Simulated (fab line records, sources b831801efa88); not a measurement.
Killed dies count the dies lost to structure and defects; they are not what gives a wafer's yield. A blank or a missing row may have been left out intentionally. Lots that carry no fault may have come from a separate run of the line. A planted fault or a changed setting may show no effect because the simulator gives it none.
Which tool is to blame? :: flow gf180mcu :: 72 wafers from 24 lots sampled at 3 of the route's 602 steps

## WHAT THE GAUGES READ, wafer by wafer
GF_V2_CD_MEAS_14: the cd target is 260 nm. Usual: cd_nm at 259.8 nm, with a standard deviation of 1.2.
lot: L074
measured: day 20 08:35
on: cd_sem-02
cd_nm (nm): 262.0 261.7 260.6
flag: 

lot: L075
measured: day 20 18:25
on: cd_sem-02
cd_nm (nm): 259.3 258.2 259.5
flag: 

lot: L076
measured: day 21 06:19
on: cd_sem-01
cd_nm (nm): 258.7 259.2 258.8
flag: 

lot: L077
measured: day 21 10:39
on: cd_sem-01
cd_nm (nm): 261.1 259.8 260.5
flag: 

lot: L078
measured: day 22 01:20
on: cd_sem-01
cd_nm (nm): 260.6 259.5 260.3
flag: 

lot: L079
measured: day 22 05:44
on: cd_sem-01
cd_nm (nm): 261.0 260.6 261.1
flag: 

lot: L080
measured: day 22 15:37
on: cd_sem-01
cd_nm (nm): 257.3 258.7 257.9
flag: 

lot: L081
measured: day 23 02:56
on: cd_sem-01
cd_nm (nm): 259.3 259.1 257.8
flag: 

lot: L082
measured: day 23 08:44
on: cd_sem-01
cd_nm (nm): 258.2 257.9 258.9
flag: 

lot: L083
measured: day 23 17:14
on: cd_sem-02
cd_nm (nm): 260.8 260.1 261.7
flag: 

lot: L084
measured: day 24 07:31
on: cd_sem-02
cd_nm (nm): 260.5 259.6 259.9
flag: 

lot: L085
measured: day 24 11:31
on: cd_sem-02
cd_nm (nm): 260.4 260.7 260.2
flag: 

lot: L086
measured: day 24 14:31
on: cd_sem-02
cd_nm (nm): 260.4 259.7 260.4
flag: 

lot: L087
measured: day 24 20:32
on: cd_sem-01
cd_nm (nm): 260.3 260.0 260.1
flag: 

lot: L088
measured: day 25 08:58
on: cd_sem-02
cd_nm (nm): 259.1 259.1 260.3
flag: 

lot: L089
measured: day 25 16:37
on: cd_sem-02
cd_nm (nm): 261.5 260.8 262.2
flag: 

lot: L090
measured: day 26 06:19
on: cd_sem-02
cd_nm (nm): 259.6 258.9 258.0
flag: 

lot: L091
measured: day 26 20:11
on: cd_sem-02
cd_nm (nm): 260.6 259.5 259.4
flag: 

lot: L092
measured: day 27 09:37
on: cd_sem-01
cd_nm (nm): 258.8 258.4 258.3
flag: 

lot: L094
measured: day 27 12:23
on: cd_sem-02
cd_nm (nm): 258.8 258.7 259.6
flag: 

lot: L093
measured: day 27 13:16
on: cd_sem-01
cd_nm (nm): 262.1 261.5 260.8
flag: 

lot: L095
measured: day 27 14:56
on: cd_sem-01
cd_nm (nm): 260.0 259.5 260.4
flag: 

lot: L096
measured: day 28 05:37
on: cd_sem-01
cd_nm (nm): 259.7 260.3 260.2
flag: 

lot: L097
measured: day 28 08:43
on: cd_sem-01
cd_nm (nm): 262.2 260.7 261.1
flag: 

## EACH LOT AND THE TOOL THAT RAN IT (in order: tool; ch and the chambers of the sampled wafers; start)
lot: L074
GF_VT_IMPLANT_STRIP_20: plasma_asher-02 ch 0,1, day 6 07:32
GF_VT_IMPLANT_STRIP_42: plasma_asher-02 ch 0,1, day 7 14:14

lot: L075
GF_VT_IMPLANT_STRIP_20: plasma_asher-04 ch 0,1, day 6 13:05
GF_VT_IMPLANT_STRIP_42: plasma_asher-02 ch 0,1, day 7 19:47

lot: L076
GF_VT_IMPLANT_STRIP_20: plasma_asher-04 ch 0,1, day 6 19:50
GF_VT_IMPLANT_STRIP_42: plasma_asher-01 ch 0,1, day 8 02:59

lot: L077
GF_VT_IMPLANT_STRIP_20: plasma_asher-01 ch 0,1, day 7 01:55
GF_VT_IMPLANT_STRIP_42: plasma_asher-01 ch 0,1, day 8 10:21

lot: L078
GF_VT_IMPLANT_STRIP_20: plasma_asher-04 ch 0,1, day 7 06:34
GF_VT_IMPLANT_STRIP_42: plasma_asher-02 ch 0,1, day 8 15:01

lot: L079
GF_VT_IMPLANT_STRIP_20: plasma_asher-01 ch 0,1, day 7 11:41
GF_VT_IMPLANT_STRIP_42: plasma_asher-04 ch 0,1, day 8 20:14

lot: L080
GF_VT_IMPLANT_STRIP_20: plasma_asher-02 ch 0,1, day 7 18:02
GF_VT_IMPLANT_STRIP_42: plasma_asher-01 ch 0,1, day 9 03:57

lot: L081
GF_VT_IMPLANT_STRIP_20: plasma_asher-02 ch 0,1, day 8 00:49
GF_VT_IMPLANT_STRIP_42: plasma_asher-04 ch 0,1, day 9 10:58

lot: L082
GF_VT_IMPLANT_STRIP_20: plasma_asher-02 ch 0,1, day 8 05:40
GF_VT_IMPLANT_STRIP_42: plasma_asher-04 ch 0,1, day 9 16:10

lot: L083
GF_VT_IMPLANT_STRIP_20: plasma_asher-04 ch 0,1, day 8 12:41
GF_VT_IMPLANT_STRIP_42: plasma_asher-04 ch 0,1, day 9 23:47

lot: L084
GF_VT_IMPLANT_STRIP_20: plasma_asher-01 ch 0,1, day 8 20:54
GF_VT_IMPLANT_STRIP_42: plasma_asher-01 ch 0,1, day 10 09:26

lot: L085
GF_VT_IMPLANT_STRIP_20: plasma_asher-04 ch 0,1, day 9 04:02
GF_VT_IMPLANT_STRIP_42: plasma_asher-02 ch 0,1, day 10 16:27

lot: L086
GF_VT_IMPLANT_STRIP_20: plasma_asher-04 ch 0,1, day 9 06:45
GF_VT_IMPLANT_STRIP_42: plasma_asher-04 ch 0,1, day 10 19:05

lot: L087
GF_VT_IMPLANT_STRIP_20: plasma_asher-04 ch 0,1, day 9 12:57
GF_VT_IMPLANT_STRIP_42: plasma_asher-02 ch 0,1, day 11 01:02

lot: L088
GF_VT_IMPLANT_STRIP_20: plasma_asher-01 ch 1, day 9 22:38
GF_VT_IMPLANT_STRIP_42: plasma_asher-02 ch 1, day 11 11:32

lot: L089
GF_VT_IMPLANT_STRIP_20: plasma_asher-04 ch 0,1, day 10 03:44
GF_VT_IMPLANT_STRIP_42: plasma_asher-04 ch 0,1, day 11 16:05

lot: L090
GF_VT_IMPLANT_STRIP_20: plasma_asher-02 ch 0,1, day 10 14:53
GF_VT_IMPLANT_STRIP_42: plasma_asher-04 ch 0,1, day 12 04:29

lot: L091
GF_VT_IMPLANT_STRIP_20: plasma_asher-01 ch 0,1, day 11 04:11
GF_VT_IMPLANT_STRIP_42: plasma_asher-04 ch 0,1, day 12 18:54

lot: L092
GF_VT_IMPLANT_STRIP_20: plasma_asher-01 ch 0,1, day 11 15:33
GF_VT_IMPLANT_STRIP_42: plasma_asher-01 ch 0, day 13 07:38

lot: L094
GF_VT_IMPLANT_STRIP_20: plasma_asher-01 ch 0,1, day 11 18:32
GF_VT_IMPLANT_STRIP_42: plasma_asher-01 ch 0,1, day 13 10:56

lot: L093
GF_VT_IMPLANT_STRIP_20: plasma_asher-04 ch 0,1, day 11 19:11
GF_VT_IMPLANT_STRIP_42: plasma_asher-04 ch 0,1, day 13 11:38

lot: L095
GF_VT_IMPLANT_STRIP_20: plasma_asher-01 ch 0,1, day 11 22:55
GF_VT_IMPLANT_STRIP_42: plasma_asher-02 ch 0,1, day 13 14:53

lot: L096
GF_VT_IMPLANT_STRIP_20: plasma_asher-02 ch 0,1, day 12 10:33
GF_VT_IMPLANT_STRIP_42: plasma_asher-02 ch 1, day 14 03:51

lot: L097
GF_VT_IMPLANT_STRIP_20: plasma_asher-04 ch 0,1, day 12 11:02
GF_VT_IMPLANT_STRIP_42: plasma_asher-01 ch 0,1, day 14 04:17
- GF_VT_IMPLANT_STRIP_20: strips in O2/N2.
- GF_VT_IMPLANT_STRIP_42: strips in O2/N2.

## WHAT THE TOOLS THEMSELVES READ (means of the sampled wafers that have a number; where no wafer has one, the mark that the record gives instead)
GF_VT_IMPLANT_STRIP_20. Usual: drypump_motor_current_A 5.9 A, standard deviation 0.44; heater_power_w 353 W, standard deviation 37; oes_product_au 0.717 a.u., standard deviation 0.0048; strip_time_to_endpoint_s 12.63 s, standard deviation 0.033.
lot: L074
tool: plasma_asher-02
drypump_motor_current_A (A): 5.5
heater_power_w (W): 328
oes_product_au (a.u.): 0.716
strip_time_to_endpoint_s (s): 12.64
flag: 

lot: L075
tool: plasma_asher-04
drypump_motor_current_A (A): 5.8
heater_power_w (W): 375
oes_product_au (a.u.): 0.715
strip_time_to_endpoint_s (s): 12.67
flag: 

lot: L076
tool: plasma_asher-04
drypump_motor_current_A (A): 5.9
heater_power_w (W): 341
oes_product_au (a.u.): 0.718
strip_time_to_endpoint_s (s): 12.61
flag: 

lot: L077
tool: plasma_asher-01
drypump_motor_current_A (A): 6.0
heater_power_w (W): 373
oes_product_au (a.u.): 0.713
strip_time_to_endpoint_s (s): 12.65
flag: 

lot: L078
tool: plasma_asher-04
drypump_motor_current_A (A): 5.8
heater_power_w (W): 371
oes_product_au (a.u.): 0.719
strip_time_to_endpoint_s (s): 12.66
flag: 

lot: L079
tool: plasma_asher-01
drypump_motor_current_A (A): 6.0
heater_power_w (W): 373
oes_product_au (a.u.): 0.716
strip_time_to_endpoint_s (s): 12.63
flag: 

lot: L080
tool: plasma_asher-02
drypump_motor_current_A (A): 5.5
heater_power_w (W): 327
oes_product_au (a.u.): 0.716
strip_time_to_endpoint_s (s): 12.62
flag: 

lot: L081
tool: plasma_asher-02
drypump_motor_current_A (A): 5.5
heater_power_w (W): 334
oes_product_au (a.u.): 0.713
strip_time_to_endpoint_s (s): 12.62
flag: 

lot: L082
tool: plasma_asher-02
drypump_motor_current_A (A): 5.5
heater_power_w (W): 324
oes_product_au (a.u.): 0.710
strip_time_to_endpoint_s (s): 12.61
flag: 

lot: L083
tool: plasma_asher-04
drypump_motor_current_A (A): 5.9
heater_power_w (W): 344
oes_product_au (a.u.): 0.717
strip_time_to_endpoint_s (s): 12.62
flag: 

lot: L084
tool: plasma_asher-01
drypump_motor_current_A (A): 6.3
heater_power_w (W): 356
oes_product_au (a.u.): 0.712
strip_time_to_endpoint_s (s): 12.65
flag: 

lot: L085
tool: plasma_asher-04
drypump_motor_current_A (A): 5.8
heater_power_w (W): 377
oes_product_au (a.u.): 0.717
strip_time_to_endpoint_s (s): 12.64
flag: 

lot: L086
tool: plasma_asher-04
drypump_motor_current_A (A): 5.8
heater_power_w (W): 371
oes_product_au (a.u.): 0.714
strip_time_to_endpoint_s (s): 12.60
flag: 

lot: L087
tool: plasma_asher-04
drypump_motor_current_A (A): 6.0
heater_power_w (W): 339
oes_product_au (a.u.): 0.711
strip_time_to_endpoint_s (s): 12.64
flag: 

lot: L088
tool: plasma_asher-01
drypump_motor_current_A (A): 5.6
heater_power_w (W): 395
oes_product_au (a.u.): 0.717
strip_time_to_endpoint_s (s): 12.61
flag: 

lot: L089
tool: plasma_asher-04
drypump_motor_current_A (A): 5.8
heater_power_w (W): 369
oes_product_au (a.u.): 0.715
strip_time_to_endpoint_s (s): 12.62
flag: 

lot: L090
tool: plasma_asher-02
drypump_motor_current_A (A): 5.5
heater_power_w (W): 323
oes_product_au (a.u.): 0.715
strip_time_to_endpoint_s (s): 12.63
flag: 

lot: L091
tool: plasma_asher-01
drypump_motor_current_A (A): 6.0
heater_power_w (W): 368
oes_product_au (a.u.): 0.716
strip_time_to_endpoint_s (s): 12.68
flag: 

lot: L092
tool: plasma_asher-01
drypump_motor_current_A (A): 6.3
heater_power_w (W): 356
oes_product_au (a.u.): 0.721
strip_time_to_endpoint_s (s): 12.60
flag: 

lot: L094
tool: plasma_asher-01
drypump_motor_current_A (A): 6.3
heater_power_w (W): 357
oes_product_au (a.u.): 0.711
strip_time_to_endpoint_s (s): 12.61
flag: 

lot: L093
tool: plasma_asher-04
drypump_motor_current_A (A): 5.8
heater_power_w (W): 368
oes_product_au (a.u.): 0.716
strip_time_to_endpoint_s (s): 12.67
flag: 

lot: L095
tool: plasma_asher-01
drypump_motor_current_A (A): 6.3
heater_power_w (W): 359
oes_product_au (a.u.): 0.719
strip_time_to_endpoint_s (s): 12.65
flag: 

lot: L096
tool: plasma_asher-02
drypump_motor_current_A (A): 5.5
heater_power_w (W): 330
oes_product_au (a.u.): 0.717
strip_time_to_endpoint_s (s): 12.62
flag: 

lot: L097
tool: plasma_asher-04
drypump_motor_current_A (A): 5.8
heater_power_w (W): 375
oes_product_au (a.u.): 0.717
strip_time_to_endpoint_s (s): 12.58
flag: 

GF_VT_IMPLANT_STRIP_42. Usual: drypump_motor_current_A 5.8 A, standard deviation 0.43; heater_power_w 350 W, standard deviation 36; oes_product_au 0.715 a.u., standard deviation 0.0046; strip_time_to_endpoint_s 12.63 s, standard deviation 0.035.
lot: L074
tool: plasma_asher-02
drypump_motor_current_A (A): 5.5
heater_power_w (W): 332
oes_product_au (a.u.): 0.714
strip_time_to_endpoint_s (s): 12.64
flag: 

lot: L075
tool: plasma_asher-02
drypump_motor_current_A (A): 5.5
heater_power_w (W): 327
oes_product_au (a.u.): 0.715
strip_time_to_endpoint_s (s): 12.65
flag: 

lot: L076
tool: plasma_asher-01
drypump_motor_current_A (A): 6.0
heater_power_w (W): 371
oes_product_au (a.u.): 0.718
strip_time_to_endpoint_s (s): 12.68
flag: 

lot: L077
tool: plasma_asher-01
drypump_motor_current_A (A): 6.3
heater_power_w (W): 357
oes_product_au (a.u.): 0.714
strip_time_to_endpoint_s (s): 12.62
flag: 

lot: L078
tool: plasma_asher-02
drypump_motor_current_A (A): 5.5
heater_power_w (W): 328
oes_product_au (a.u.): 0.716
strip_time_to_endpoint_s (s): 12.64
flag: 

lot: L079
tool: plasma_asher-04
drypump_motor_current_A (A): 5.8
heater_power_w (W): 373
oes_product_au (a.u.): 0.717
strip_time_to_endpoint_s (s): 12.59
flag: 

lot: L080
tool: plasma_asher-01
drypump_motor_current_A (A): 6.0
heater_power_w (W): 380
oes_product_au (a.u.): 0.714
strip_time_to_endpoint_s (s): 12.65
flag: 

lot: L081
tool: plasma_asher-04
drypump_motor_current_A (A): 5.9
heater_power_w (W): 338
oes_product_au (a.u.): 0.716
strip_time_to_endpoint_s (s): 12.65
flag: 

lot: L082
tool: plasma_asher-04
drypump_motor_current_A (A): 5.9
heater_power_w (W): 343
oes_product_au (a.u.): 0.715
strip_time_to_endpoint_s (s): 12.67
flag: 

lot: L083
tool: plasma_asher-04
drypump_motor_current_A (A): 5.9
heater_power_w (W): 339
oes_product_au (a.u.): 0.710
strip_time_to_endpoint_s (s): 12.68
flag: 

lot: L084
tool: plasma_asher-01
drypump_motor_current_A (A): 6.3
heater_power_w (W): 356
oes_product_au (a.u.): 0.718
strip_time_to_endpoint_s (s): 12.60
flag: 

lot: L085
tool: plasma_asher-02
drypump_motor_current_A (A): 5.5
heater_power_w (W): 328
oes_product_au (a.u.): 0.711
strip_time_to_endpoint_s (s): 12.62
flag: 

lot: L086
tool: plasma_asher-04
drypump_motor_current_A (A): 5.9
heater_power_w (W): 338
oes_product_au (a.u.): 0.716
strip_time_to_endpoint_s (s): 12.62
flag: 

lot: L087
tool: plasma_asher-02
drypump_motor_current_A (A): 5.5
heater_power_w (W): 320
oes_product_au (a.u.): 0.716
strip_time_to_endpoint_s (s): 12.66
flag: 

lot: L088
tool: plasma_asher-02
drypump_motor_current_A (A): 5.5
heater_power_w (W): 322
oes_product_au (a.u.): 0.720
strip_time_to_endpoint_s (s): 12.64
flag: 

lot: L089
tool: plasma_asher-04
drypump_motor_current_A (A): 5.8
heater_power_w (W): 376
oes_product_au (a.u.): 0.718
strip_time_to_endpoint_s (s): 12.57
flag: 

lot: L090
tool: plasma_asher-04
drypump_motor_current_A (A): 5.8
heater_power_w (W): 372
oes_product_au (a.u.): 0.719
strip_time_to_endpoint_s (s): 12.58
flag: 

lot: L091
tool: plasma_asher-04
drypump_motor_current_A (A): 5.9
heater_power_w (W): 337
oes_product_au (a.u.): 0.714
strip_time_to_endpoint_s (s): 12.61
flag: 

lot: L092
tool: plasma_asher-01
drypump_motor_current_A (A): 6.7
heater_power_w (W): 344
oes_product_au (a.u.): 0.718
strip_time_to_endpoint_s (s): 12.63
flag: 

lot: L094
tool: plasma_asher-01
drypump_motor_current_A (A): 6.0
heater_power_w (W): 369
oes_product_au (a.u.): 0.713
strip_time_to_endpoint_s (s): 12.57
flag: 

lot: L093
tool: plasma_asher-04
drypump_motor_current_A (A): 5.9
heater_power_w (W): 340
oes_product_au (a.u.): 0.716
strip_time_to_endpoint_s (s): 12.67
flag: 

lot: L095
tool: plasma_asher-02
drypump_motor_current_A (A): 5.5
heater_power_w (W): 326
oes_product_au (a.u.): 0.717
strip_time_to_endpoint_s (s): 12.64
flag: 

lot: L096
tool: plasma_asher-02
drypump_motor_current_A (A): 5.4
heater_power_w (W): 327
oes_product_au (a.u.): 0.715
strip_time_to_endpoint_s (s): 12.60
flag: 

lot: L097
tool: plasma_asher-01
drypump_motor_current_A (A): 6.4
heater_power_w (W): 362
oes_product_au (a.u.): 0.714
strip_time_to_endpoint_s (s): 12.62
flag: 

## THE ANSWER, worked out from the rows above alone
Rule: take the mean of a lot's wafers that have a number; if it is more than 3 standard deviations from the usual mean, the lot is off. Also off: a lot with no number at a reading for which 4 or more lots have one. All remaining lots with rows at the step are treated as sound. First the gauges in route order, then the tools' own readings, where a lot's mean is used as printed above. At the first step where some lot is off, the reading lying furthest off is the one used; lots without a number count as furthest.
No lot is off at any reading shown: from this, nothing can be told.

## WHAT THE SIMULATOR HAD INSERTED
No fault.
